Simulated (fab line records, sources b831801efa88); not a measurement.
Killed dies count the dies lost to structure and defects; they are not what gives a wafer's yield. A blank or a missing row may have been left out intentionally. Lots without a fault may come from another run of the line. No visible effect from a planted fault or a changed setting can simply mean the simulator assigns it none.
Chamber matching	flow sky130	cmp-01 running SKY_CONTACT_CMP_27: 4 sister chambers
The step polishes, stops on SiO2, t overpolish 15 s, target thk 0 nm. 14 wafers are shown with their chamber, then 6 later ones without.

## WAFERS, EACH WITH ITS CHAMBER
wafer	chamber	motor_current_A (A)	time_to_endpoint_s (s)
L371.2	1	13.8	79
L371.3	3	13.9	86
L371.5	3	14.1	86
L372.1	0	10.5	84
L372.2	1	12.9	85
L372.4	3	14.4	85
L373.2	2	12.6	83
L373.3	3	13.6	86
L373.4	1	13.8	80
L375.2	0	10.3	81
L375.3	2	13.2	84
L375.4	1	13.3	85
L376.4	1	13.0	85
L376.5	0	10.1	87

SIGNATURES (means of the wafers above)
reading	chamber 0	chamber 1	chamber 2	chamber 3	scatter within a chamber
motor_current_A	10.300	13.360	12.900	14.000	0.365
time_to_endpoint_s	84.00	82.80	83.50	85.75	2.37
Rule: a wafer's distance from a chamber is the root of the sum, over the readings, of the square of ((its reading less the chamber's mean) divided by the reading's scatter). The wafer belongs to the nearest chamber; if the next one is less than 2 further off, it can't be placed. The scatter: take each reading less its chamber's mean, square it, sum over the shown wafers, divide by the number of wafers less the number of chambers, and take the root.

## WAFERS WITH NO CHAMBER GIVEN
wafer	motor_current_A (A)	time_to_endpoint_s (s)
L382.1	13.2	83
L382.3	9.9	83
L382.5	12.9	85
L381.1	13.5	78
L381.4	13.6	82
L381.6	12.5	84

## WHICH CHAMBER EACH WENT THROUGH
wafer	from the rows above	in truth
L382.1	can't be placed: 1 or 2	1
L382.3	0	0
L382.5	can't be placed: 2 or 1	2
L381.1	can't be placed: 1 or 2 or 3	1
L381.4	can't be placed: 1 or 3 or 2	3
L381.6	can't be placed: 2 or 1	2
Correct placement for 1 of the 6. Unplaceable from these rows: 5, with the true chamber sitting among the candidates in 5. Placed wrongly: 0.
